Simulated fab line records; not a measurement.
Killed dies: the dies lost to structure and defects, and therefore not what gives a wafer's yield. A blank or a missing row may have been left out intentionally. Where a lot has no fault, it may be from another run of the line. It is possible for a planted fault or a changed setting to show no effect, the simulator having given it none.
Which of the tools did it? || flow sky130 || Sampling: 11 lots, 33 wafers, 3 of 708 route steps

== WHAT EACH GAUGE READ, for each wafer ==
SKY_VIA3_THK_MEAS_01.
{"lot": "L599", "measured": "day 39 20:52", "on": "film-metro-03", "VIA3_HDPCVD_THK (nm)": "1650 1636 1644"}
{"lot": "L602", "measured": "day 40 10:59", "on": "film-metro-01", "VIA3_HDPCVD_THK (nm)": "1617 1609 1624"}
{"lot": "L606", "measured": "day 41 17:52", "on": "film-metro-03", "VIA3_HDPCVD_THK (nm)": "1648 1644 1623"}
{"lot": "L607", "measured": "day 42 04:31", "on": "film-metro-04", "VIA3_HDPCVD_THK (nm)": "1611 1611 1624"}
{"lot": "L608", "measured": "day 42 07:14", "on": "film-metro-04", "VIA3_HDPCVD_THK (nm)": "1633 1636 1624"}
{"lot": "L609", "measured": "day 43 01:17", "on": "film-metro-04", "VIA3_HDPCVD_THK (nm)": "1643 1633 1642"}
{"lot": "L610", "measured": "day 43 02:55", "on": "film-metro-03", "VIA3_HDPCVD_THK (nm)": "1660 1642 1655"}
{"lot": "L611", "measured": "day 43 04:09", "on": "film-metro-04", "VIA3_HDPCVD_THK (nm)": "1616 1611 1616"}
{"lot": "L612", "measured": "day 43 07:07", "on": "film-metro-03", "VIA3_HDPCVD_THK (nm)": "1637 1655 1652"}
{"lot": "L613", "measured": "day 43 18:58", "on": "film-metro-04", "VIA3_HDPCVD_THK (nm)": "1639 1637 1635"}
{"lot": "L620", "measured": "day 45 10:00", "on": "film-metro-01", "VIA3_HDPCVD_THK (nm)": "1609 1616 1618"}

SKY_VIA3_BOW_MEAS_03.
{"lot": "L599", "measured": "day 39 21:14", "on": "film-metro-04", "VIA3_BOW (um)": "93 93 90"}
{"lot": "L602", "measured": "day 40 11:22", "on": "film-metro-03", "VIA3_BOW (um)": "89 94 78"}
{"lot": "L606", "measured": "day 41 18:14", "on": "film-metro-01", "VIA3_BOW (um)": "88 85 76"}
{"lot": "L607", "measured": "day 42 04:55", "on": "film-metro-01", "VIA3_BOW (um)": "80 73 74"}
{"lot": "L608", "measured": "day 42 07:36", "on": "film-metro-04", "VIA3_BOW (um)": "80 77 89"}
{"lot": "L609", "measured": "day 43 01:48", "on": "film-metro-04", "VIA3_BOW (um)": "73 88 75"}
{"lot": "L610", "measured": "day 43 03:17", "on": "film-metro-03", "VIA3_BOW (um)": "75 74 67"}
{"lot": "L611", "measured": "day 43 04:31", "on": "film-metro-03", "VIA3_BOW (um)": "79 74 73"}
{"lot": "L612", "measured": "day 43 07:34", "on": "film-metro-04", "VIA3_BOW (um)": "69 63 71"}
{"lot": "L613", "measured": "day 43 19:22", "on": "film-metro-03", "VIA3_BOW (um)": "89 68 86"}
{"lot": "L620", "measured": "day 45 10:22", "on": "film-metro-03", "VIA3_BOW (um)": "74 68 73"}

== WHICH TOOL RAN EACH LOT (tool, then ch and the chambers of the sampled wafers, then the start) ==
{"lot": "L599", "SKY_METAL3_SPUTTER_02": "pvd-sputter-02, day 37 16:51"}
{"lot": "L602", "SKY_METAL3_SPUTTER_02": "pvd-sputter-04, day 38 06:40"}
{"lot": "L606", "SKY_METAL3_SPUTTER_02": "pvd-sputter-04, day 39 16:11"}
{"lot": "L607", "SKY_METAL3_SPUTTER_02": "pvd-sputter-02, day 40 02:50"}
{"lot": "L608", "SKY_METAL3_SPUTTER_02": "pvd-sputter-01, day 40 05:00"}
{"lot": "L609", "SKY_METAL3_SPUTTER_02": "pvd-sputter-02, day 41 00:14"}
{"lot": "L610", "SKY_METAL3_SPUTTER_02": "pvd-sputter-02, day 41 01:44"}
{"lot": "L611", "SKY_METAL3_SPUTTER_02": "pvd-sputter-02, day 41 03:13"}
{"lot": "L612", "SKY_METAL3_SPUTTER_02": "pvd-sputter-02, day 41 05:41"}
{"lot": "L613", "SKY_METAL3_SPUTTER_02": "pvd-sputter-02, day 41 17:35"}
{"lot": "L620", "SKY_METAL3_SPUTTER_02": "pvd-sputter-02, day 43 11:57"}
- SKY_METAL3_SPUTTER_02: material AlCu, target thk 735 nm, time 39.1 s.

== WHAT THE TOOLS THEMSELVES READ (means of the sampled wafers that have a number; where no wafer has one, the mark that the record gives instead) ==
SKY_METAL3_SPUTTER_02.
{"lot": "L599", "tool": "pvd-sputter-02", "throttle-valve-pct (%)": 30.1}
{"lot": "L602", "tool": "pvd-sputter-04", "throttle-valve-pct (%)": 31.1}
{"lot": "L606", "tool": "pvd-sputter-04", "throttle-valve-pct (%)": 30.2}
{"lot": "L607", "tool": "pvd-sputter-02", "throttle-valve-pct (%)": 30.6}
{"lot": "L608", "tool": "pvd-sputter-01", "throttle-valve-pct (%)": 30.4}
{"lot": "L609", "tool": "pvd-sputter-02", "throttle-valve-pct (%)": 29.7}
{"lot": "L610", "tool": "pvd-sputter-02", "throttle-valve-pct (%)": 30.2}
{"lot": "L611", "tool": "pvd-sputter-02", "throttle-valve-pct (%)": 30.9}
{"lot": "L612", "tool": "pvd-sputter-02", "throttle-valve-pct (%)": 30.5}
{"lot": "L613", "tool": "pvd-sputter-02", "throttle-valve-pct (%)": 30.2}
{"lot": "L620", "tool": "pvd-sputter-02", "throttle-valve-pct (%)": 30.2}

== THE ANSWER, worked out from the rows above alone ==
Rule: what is usual is taken from the lots themselves. Put in order of their means at a reading, lots are off if they are a third of the lots or fewer, leave a main group of 4 or more, and stand apart from it by a gap of 3 or more times the standard deviation of the main group's means; of several such gaps the widest counts. A main group is skipped when, at the precision printed for the reading in the tables above, its means are all equal. Also off: a lot with no number at a reading for which 4 or more lots have one. All remaining lots with rows at the step are treated as sound. The gauges are gone through in route order, then the tools' own readings, and for those a lot's mean is taken as printed above. The first step at which some lot is off is used, and at that step the reading that is off furthest; a lot without a number counts as furthest.
No lot is off at any reading shown: from this, nothing can be told.

== WHAT THE SIMULATOR HAD INSERTED ==
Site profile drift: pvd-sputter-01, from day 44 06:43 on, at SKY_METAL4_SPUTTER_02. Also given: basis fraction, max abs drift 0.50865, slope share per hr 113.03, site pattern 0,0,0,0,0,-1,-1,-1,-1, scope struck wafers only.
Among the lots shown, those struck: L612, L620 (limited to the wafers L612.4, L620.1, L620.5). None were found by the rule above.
